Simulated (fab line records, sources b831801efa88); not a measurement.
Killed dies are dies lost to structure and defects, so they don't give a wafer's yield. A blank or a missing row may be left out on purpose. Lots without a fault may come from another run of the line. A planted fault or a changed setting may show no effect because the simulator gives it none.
Problem report in the 8D (eight disciplines) form, filled by code | flow sky130 | the parts of the form that need people (team, actions taken, sign-off) are left out

1. THE PROBLEM
SD_N_RS at SKY_SD_N_RS_MEAS_16 reads a mean of 63.23 ohm/sq on 6 wafers of 2 lots; wafers without a fault read 68.61 ohm/sq with a standard deviation of 0.16. That is -34 standard deviations from the usual mean.
The step: measures by four-point-probe.
First seen on wafer L131.1, day 34 01:35, on film_metro-01. The record holds 33 wafers of 11 lots with a number at this step. Rule for "out", or "out of limits": more than 4 standard deviations from the usual mean. The other wafers with a number count as sound.

2. WHAT IT IS AND WHAT IT IS NOT
question                    | is                           | is not
which readings at this step | SD_N_RS                      | -
which lots                  | L131, L133                   | L113, L114, L118, L119, L120, L121, L122, L123, L136
which wafers of those lots  | all that have a number       | -
read on which gauges        | film_metro-01, film_metro-03 | -
when                        | from day 34 01:35            | up to then (24 sound wafers); but 3 sound wafers of L136 came after

3. SUSPECTS, AND WHAT RULES EACH OUT
Counting: a tool at a process step up to the reading stays a suspect if it ran every lot that is out and no sound lot after the first of them.
- the gauge at SKY_SD_N_RS_MEAS_16: ruled out. The wafers that are out were read on 2 gauges (film_metro-01, film_metro-03).
- plasma_asher-01 at SKY_SD_P_STRIP_10 (strips in O2/N2): kept. It ran every lot that is out, first L131 (day 31 17:57), and no sound lot after that; its last sound lot up to then is L122 (day 28 18:55).
- rtp_anneal-01 at SKY_SD_N_RTA_14 (time 2 s): kept. It ran every lot that is out, first L131 (day 34 01:25), and no sound lot after that; its last sound lot up to then is L123 (day 31 10:21). Its own readings are out on those wafers: lamp_power_pct, wafer_temp_C_max.
Left after counting: plasma_asher-01 at SKY_SD_P_STRIP_10, rtp_anneal-01 at SKY_SD_N_RTA_14.

4. THE CAUSE (what the simulator had put in)
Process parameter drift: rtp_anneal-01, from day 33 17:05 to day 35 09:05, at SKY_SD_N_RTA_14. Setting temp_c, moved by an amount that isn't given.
Counting left 2 suspects, and this tool is among them.

5. THE CHAIN OF EFFECTS, in route order
Each row: a reading whose mean over the struck wafers that have a number lies more than 3 standard deviations from the usual. Only readings for which the record gives a usual standard deviation are gone through. hours: the time from each lot's start at the first step in this table that gives one to its start at this step, as a median over the lots. sigmas: the change in usual standard deviations.
hours | step                | reading          | usual        | on struck wafers | change | sigmas
0     | SKY_SD_N_RTA_14     | lamp_power_pct   | 15.73 %      | 16.52            | +0.79  | +15
0     | SKY_SD_N_RTA_14     | wafer_temp_C_max | 1078.2       | 1107.5           | +29.3  | +24
0     | SKY_SD_N_RS_MEAS_16 | SD_N_RS          | 68.61 ohm/sq | 63.23            | -5.38  | -34
0     | SKY_SD_N_RS_MEAS_17 | SD_P_RS          | 147.2 ohm/sq | 121.3            | -25.9  | -60
The process steps in it:
- SKY_SD_N_RTA_14: time 2 s.

6. WHAT WOULD HAVE CAUGHT IT SOONER
In this record the first reading out of limits at a measuring or inspecting step was taken at day 34 01:35, 9 hours after the fault began at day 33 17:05.
The tool's own readings at SKY_SD_N_RTA_14 were out on every struck wafer that the step has a row for (lamp_power_pct, wafer_temp_C_max): an alarm limit on them would have fired on the first of those.
Of the lots that are out (2), L133 began SKY_SD_N_RTA_14 on rtp_anneal-01 after day 34 01:35. A hold on the tool at that time would have spared it.
